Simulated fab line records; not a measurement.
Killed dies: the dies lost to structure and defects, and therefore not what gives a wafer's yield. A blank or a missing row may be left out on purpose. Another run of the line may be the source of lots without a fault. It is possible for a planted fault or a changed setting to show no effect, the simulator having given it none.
fab line records | flow sky130
[record] lots = 12 wafers = 36 last-day = 50
route steps=708 shown NWELL@64 METAL1@449 VIA1@479 METAL2@489
lots untouched by any fault: they come from a run of this same line in which no faults occurred
start-h: the number of hours between the record's first day and the start of the first shown wafer of the lot | wait-h: time in hours since the lot's previous step | " repeats the value in the row above | L1.1+2: a row that stands for several wafers | - no value, or no start given | * or withheld: withheld | < > ~ a bound
route shown NAME@n: a module of which the file shows steps, and the number in the route of the first | usual: mean and standard deviation over wafers with no fault | same: alike in all rows | chamber/n: place in a boat | sites: per-site readings | _std_site: the standard deviation of these | _edge_site: inner sites' mean taken away from outer sites' mean | radius-mm: how far each site lies from the wafer's centre | mask NAME#n: copy n | behind: tool/chamber where the wafer was last shaped | hold: the reason the lot was held/the length of the hold in hours/how it ended | device: names the non-switching transistor (n, p or np) | end of line: tests of these same wafers at the route's end | for a step that has no rows: nothing shown but its recipe | killed: the dies lost at the first sort to structure and to defects; this is not the yield of the wafer | map: dies across one wafer; x = killed, . = not, _ = none there
set.NAME: the setting as run; set.NAME@STEP: as run at that earlier step | model.NAME: the simulator's own value behind a step, which no gauge read
one table for each step of the route and one row for each wafer, over a sample of lots
services: the hour from which a tool's chamber was out of use, counted from the record's first day as start-h (under 0 if before that day), plus the number of hours and why
[[steps]]
[step SKY_NWELL_IMPLANT_11]
[recipe] species = P energy-kev = 400 dose-cm2 = 1.9e+13 tilt-deg = withheld
[usual] beam-energy-keV = 399.96/0.13 dose-ions-cm2 = 1.9002e+13/1.9e+10 faraday-current-uA = 107.2/2.1
[same] implant-ion-amu = 31
// columns lot.wafer tool chamber start-h wait-h beam-energy-keV dose-ions-cm2 faraday-current-uA
L749.3 implanter-02 0 99.03 0.1 399.88 1.903e+13 108.0
L749.5 " 0 " " 399.90 1.9004e+13 107.6
L749.6 " 0 " " 399.94 1.9013e+13 106.8
L750.2 implanter-04 0 99.95 0.0 400.05 1.9006e+13 105.9
L750.3 " 0 " " 400.12 1.9019e+13 104.1
L750.5 " 0 " " 399.85 1.8994e+13 108.3
L751.2 implanter-04 0 106.42 0.0 399.95 1.896e+13 110.0
L751.3 " 0 " " 400.06 1.8995e+13 111.1
L751.4 " 0 " " 399.80 1.9024e+13 106.7
L753.1 implanter-02 0 113.59 0.0 399.56 1.8975e+13 105.3
L753.3 " 0 " " 400.00 1.8993e+13 104.2
L753.6 " 0 " " 399.84 1.8979e+13 109.9
L754.1 implanter-04 0 118.93 0.0 399.90 1.9025e+13 105.2
L754.2 " 0 " " 399.95 1.9004e+13 107.7
L754.4 " 0 " " 400.04 1.9001e+13 106.8
L757.1 implanter-02 0 136.53 0.0 400.05 1.9006e+13 105.1
L757.3 " 0 " " 400.23 1.9008e+13 110.3
L757.6 " 0 " " 400.13 1.903e+13 104.6
L762.1 implanter-04 0 172.73 0.0 358.43 1.8996e+13 105.2
L762.3 " 0 " " 358.40 1.9017e+13 110.5
L762.4 " 0 " " 358.54 1.8999e+13 103.2
L763.2 implanter-04 0 177.40 0.0 358.47 1.8988e+13 107.2
L763.3 " 0 " " 358.59 1.9025e+13 110.3
L763.4 " 0 " " 358.58 1.8992e+13 103.8
L765.2 implanter-02 0 183.54 0.0 399.85 1.8997e+13 105.3
L765.3 " 0 " " 399.91 1.8973e+13 105.2
L765.5 " 0 " " 399.67 1.902e+13 104.1
L767.3 implanter-02 0 199.11 0.1 399.85 1.8984e+13 104.9
L767.4 " 0 " " 399.89 1.8958e+13 106.3
L767.6 " 0 " " 399.92 1.8992e+13 104.3
L769.1 implanter-02 0 209.58 0.0 400.05 1.8967e+13 108.0
L769.4 " 0 " " 400.11 1.8965e+13 104.6
L769.5 " 0 " " 399.95 1.898e+13 107.7
L771.3 implanter-02 0 218.63 0.1 400.03 1.9049e+13 108.7
L771.5 " 0 " " 400.17 1.902e+13 107.3
L771.6 " 0 " " 399.95 1.8989e+13 110.2
[step SKY_NWELL_RS_MEAS_29]
[recipe] thk-meas-gauge = four-point-probe
[usual] NWELL_RS = 624.6/1.5
// columns lot.wafer tool chamber start-h wait-h NWELL_RS[ohm/sq]
L749.3 film-metro-04 - 117.33 0.1 625.1
L749.5 " - " " 625.4
L749.6 " - " " 625.1
L750.2 film-metro-02 - 117.92 0.1 624.8
L750.3 " - " " 625.8
L750.5 " - " " 624.8
L751.2 film-metro-04 - 124.49 0.1 627.1
L751.3 " - " " 627.2
L751.4 " - " " 626.6
L753.1 film-metro-04 - 132.67 0.1 625.5
L753.3 " - " " 624.7
L753.6 " - " " 624.8
L754.1 film-metro-03 - 138.94 0.1 623.1
L754.2 " - " " 626.9
L754.4 " - " " 626.3
L757.1 film-metro-02 - 156.37 0.1 623.0
L757.3 " - " " 621.1
L757.6 " - " " 622.9
L762.1 film-metro-03 - 194.85 0.1 641.7
L762.3 " - " " 642.7
L762.4 " - " " 643.2
L763.2 film-metro-02 - 199.01 0.1 640.9
L763.3 " - " " 640.0
L763.4 " - " " 641.9
L765.2 film-metro-02 - 206.44 0.1 625.3
L765.3 " - " " 625.3
L765.5 " - " " 624.7
L767.3 film-metro-04 - 221.96 0.1 625.6
L767.4 " - " " 625.3
L767.6 " - " " 625.6
L769.1 film-metro-02 - 232.80 0.1 624.7
L769.4 " - " " 624.7
L769.5 " - " " 624.1
L771.3 film-metro-04 - 242.39 0.1 625.2
L771.5 " - " " 623.7
L771.6 " - " " 625.2
[step SKY_METAL1_CD_MEAS_15]
[recipe] target-cd-nm = 140
[usual] cd-nm = 139.8/1.7
// columns lot.wafer tool chamber start-h wait-h cd-nm
L749.3 cd-sem-01 - 780.64 - 139.5
L749.5 " - " " 140.0
L749.6 " - " " 137.6
L750.2 cd-sem-02 - 783.73 - 143.0
L750.3 " - " " 143.0
L750.5 " - " " 143.9
L751.2 cd-sem-02 - 788.68 - 140.4
L751.3 " - " " 139.9
L751.4 " - " " 139.1
L753.1 cd-sem-02 - 806.55 - 137.3
L753.3 " - " " 137.0
L753.6 " - " " 135.3
L754.1 cd-sem-02 - 813.81 - 139.3
L754.2 " - " " 141.3
L754.4 " - " " 141.2
L757.1 cd-sem-01 - 836.25 - 137.2
L757.3 " - " " 137.0
L757.6 " - " " 136.7
L762.1 cd-sem-01 - 879.96 - 138.2
L762.3 " - " " 139.2
L762.4 " - " " 137.8
L763.2 cd-sem-02 - 888.58 - 139.5
L763.3 " - " " 139.7
L763.4 " - " " 141.0
L765.2 cd-sem-02 - 896.63 - 140.4
L765.3 " - " " 140.0
L765.5 " - " " 140.2
L767.3 cd-sem-02 - 913.70 - 140.8
L767.4 " - " " 141.8
L767.6 " - " " 141.7
L769.1 cd-sem-02 - 921.87 - 139.9
L769.4 " - " " 139.3
L769.5 " - " " 139.9
L771.3 cd-sem-01 - 934.16 - 142.3
L771.5 " - " " 141.3
L771.6 " - " " 140.8
[step SKY_VIA1_CVD_21]
[recipe] material = W target-thk-nm = 270 time-s = 80.902 temp-c = 400 pressure-torr = 40
[usual] heater-power-w = 890/61
// columns lot.wafer tool chamber start-h wait-h heater-power-w
L749.3 cvd-w-02 0 809.53 0.1 954
L749.5 " 1 " " 879
L749.6 " 0 " " 922
L750.2 cvd-w-02 1 812.95 0.0 878
L750.3 " 0 " " 968
L750.5 " 1 " " 875
L751.2 cvd-w-02 1 818.48 0.0 864
L751.3 " 1 " " 890
L751.4 " 0 " " 954
L753.1 cvd-w-01 1 835.27 0.0 946
L753.3 " 0 " " 822
L753.6 " 1 " " 965
L754.1 cvd-w-02 0 842.59 0.0 943
L754.2 " 1 " " 877
L754.4 " 1 " " 882
L757.1 cvd-w-01 0 864.51 0.0 792
L757.3 " 0 " " 818
L757.6 " 0 " " 827
L762.1 cvd-w-01 1 906.98 0.0 944
L762.3 " 0 " " 831
L762.4 " 1 " " 948
L763.2 cvd-w-01 1 915.48 0.0 963
L763.3 " 1 " " 974
L763.4 " 0 " " 808
L765.2 cvd-w-01 0 923.72 0.0 790
L765.3 " 1 " " 981
L765.5 " 1 " " 987
L767.3 cvd-w-02 1 941.06 0.1 856
L767.4 " 0 " " 901
L767.6 " 0 " " 917
L769.1 cvd-w-02 1 948.54 0.0 837
L769.4 " 1 " " 835
L769.5 " 0 " " 879
L771.3 cvd-w-02 1 960.66 0.1 855
L771.5 " 0 " " 882
L771.6 " 1 " " 827
[step SKY_METAL2_THK_MEAS_06]
[recipe] thk-meas-gauge = xrf reads = AlCu_of_METAL2_SPUTTER_02
[usual] METAL2_ALCU_THK = 250.8/2.8
// columns lot.wafer tool chamber start-h wait-h METAL2_ALCU_THK[nm]
L749.3 film-metro-01 - 810.35 0.1 250.7
L749.5 " - " " 247.1
L749.6 " - " " 248.5
L750.2 film-metro-03 - 813.79 0.1 248.5
L750.3 " - " " 247.6
L750.5 " - " " 247.7
L751.2 film-metro-02 - 819.32 0.1 248.4
L751.3 " - " " 249.2
L751.4 " - " " 250.0
L753.1 film-metro-03 - 836.10 0.1 248.6
L753.3 " - " " 251.2
L753.6 " - " " 249.7
L754.1 film-metro-03 - 843.42 0.1 250.6
L754.2 " - " " 251.5
L754.4 " - " " 250.7
L757.1 film-metro-02 - 865.34 0.1 252.0
L757.3 " - " " 257.2
L757.6 " - " " 253.4
L762.1 film-metro-01 - 907.81 0.1 253.0
L762.3 " - " " 248.9
L762.4 " - " " 249.1
L763.2 film-metro-02 - 917.74 0.1 248.5
L763.3 " - " " 247.1
L763.4 " - " " 249.1
L765.2 film-metro-01 - 924.85 0.1 249.1
L765.3 " - " " 250.1
L765.5 " - " " 251.4
L767.3 film-metro-01 - 941.88 0.1 252.5
L767.4 " - " " 247.8
L767.6 " - " " 252.5
L769.1 film-metro-03 - 949.37 0.1 249.1
L769.4 " - " " 251.0
L769.5 " - " " 253.0
L771.3 film-metro-01 - 961.48 0.1 246.8
L771.5 " - " " 251.8
L771.6 " - " " 251.2
[[services]]
// columns tool chamber start-h hours kind
implanter-02 - 76.67 2.6 repair
cvd-w-01 1 96.25 15.5 repair
implanter-04 - 136.95 4.9 repair
implanter-02 - 147.09 3.7 repair
cvd-w-02 0 156.25 3.5 repair
cvd-w-02 - 169.75 1.1 repair
cvd-w-02 1 171.56 5.2 repair
cvd-w-01 - 177.82 1.4 repair
cvd-w-01 - 195.70 0.7 repair
cvd-w-01 - 226.64 0.6 repair
cvd-w-01 - 235.72 6.0 pm
implanter-02 - 252.25 2.7 repair
implanter-02 - 325.12 0.6 repair
implanter-02 - 376.37 3.1 pm
cvd-w-02 - 442.58 0.6 repair
cvd-w-02 1 521.45 5.3 repair
implanter-02 - 590.57 3.6 pm
cvd-w-02 0 603.69 9.2 repair
cvd-w-02 - 634.06 1.4 repair
cvd-w-02 - 773.42 6.9 pm
implanter-02 - 813.96 6.1 repair
cvd-w-02 0 846.11 1.4 repair
implanter-02 - 865.37 2.4 pm
cvd-w-02 - 904.00 14.0 pm
[[key]]
[first-sign] step = SKY_NWELL_IMPLANT_11 reading = beam-energy-keV direction = down sigmas = 99+ usual = * struck = *
[effect] step = SKY_NWELL_RS_MEAS_29 reading = NWELL_RS direction = up sigmas = 12 usual = 624.6 struck = 641.7
met-at SKY_NWELL_IMPLANT_11
struck-lots L762,L763
tester-left-out L762,L763
not-acting-at SKY_METAL1_CD_MEAS_15,SKY_VIA1_CVD_21,SKY_METAL2_THK_MEAS_06
onset-between 118.93 172.73
[fault] kind = process-parameter-drift tool = implanter-04 chamber = - onset-h = 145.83 steps = SKY_NWELL_IMPLANT_11 channel = energy-kev offset = * shape = step end-h = 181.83 acts-in = * stated = *
// tester-left-out: of these lots the tester's yield and bins aren't shown, on N5 and GAA mostly nor the transistor test; their killed dies are dies lost to structure and defects alone, not to doping, threshold or leakage, so they don't give the yield
